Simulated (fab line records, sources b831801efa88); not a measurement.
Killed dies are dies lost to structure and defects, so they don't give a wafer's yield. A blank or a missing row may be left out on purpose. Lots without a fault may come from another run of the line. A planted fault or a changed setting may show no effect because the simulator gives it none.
Which tool did it? | flow sky130 | 6 lots, 18 wafers sampled, at 3 steps of a route of 708

WHAT THE GAUGES READ, wafer by wafer
SKY_VT_ADJUST_LVTN_TW_MEAS_21.
lot  | measured     | on            | VT_ADJUST_LVTN_2_TW
L162 | day 9 08:17  | film_metro-04 | 189.2 188.6 189.2
L164 | day 9 15:20  | film_metro-04 | 188.1 187.5 188.3
L166 | day 10 04:41 | film_metro-03 | 189.8 190.1 189.3
L169 | day 10 19:43 | film_metro-03 | 30.3 30.1 30.1
L172 | day 11 22:20 | film_metro-04 | 190.4 189.9 188.6
L180 | day 14 04:57 | film_metro-03 | 188.8 189.4 189.7

WHICH TOOL RAN EACH LOT (tool, then ch and the chambers of the sampled wafers, then the start)
lot  | SKY_VT_ADJUST_LVTN_STRIP_09          | SKY_VT_ADJUST_LVTN_STRIP_20
L162 | plasma_asher-02 ch 0,1, day 8 10:56  | plasma_asher-02 ch 0,1, day 9 08:11
L164 | plasma_asher-04 ch 0,1, day 8 16:50  | plasma_asher-02 ch 0,1, day 9 15:14
L166 | plasma_asher-02 ch 0,1, day 9 05:20  | plasma_asher-04 ch 0,1, day 10 04:35
L169 | plasma_asher-01 ch 0,1, day 9 20:35  | plasma_asher-02 ch 0,1, day 10 19:38
L172 | plasma_asher-02 ch 0,1, day 10 22:59 | plasma_asher-02 ch 0,1, day 11 22:14
L180 | plasma_asher-04 ch 0,1, day 13 04:19 | plasma_asher-02 ch 0,1, day 14 04:52
- SKY_VT_ADJUST_LVTN_STRIP_09: strips in O2/N2.
- SKY_VT_ADJUST_LVTN_STRIP_20: strips in O2/N2.

THE ANSWER, worked out from the rows above alone
Rule: what is usual is taken from the lots themselves. Put in order of their means at a reading, lots are off if they are a third of the lots or fewer, leave a main group of 4 or more, and stand apart from it by a gap of 3 or more times the standard deviation of the main group's means; of several such gaps the widest counts. A main group whose means are all the same, to the digits that the tables above print for the reading, isn't used. A lot without any number at a reading at which 4 lots or more have one is off too. The other lots that the step has rows for count as sound.
Off: L169, at SKY_VT_ADJUST_LVTN_TW_MEAS_21 (VT_ADJUST_LVTN_2_TW). The main group: mean 189.1, standard deviation 0.64.
A tool fits if, at a process step before that reading, it ran every lot that is off, and no sound lot after the first of them. The gauges at SKY_VT_ADJUST_LVTN_TW_MEAS_21 are tried like those tools. One fits: plasma_asher-01 at SKY_VT_ADJUST_LVTN_STRIP_09. It ran no sound lot before its first lot that is off in this sample, so the start can't be narrowed down.

WHAT THE SIMULATOR HAD PUT IN
Strip aborted: plasma_asher-01, from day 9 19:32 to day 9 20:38, at SKY_VT_ADJUST_LVTN_STRIP_09. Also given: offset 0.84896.
Lots struck among those shown: L169. The rule above found the same.
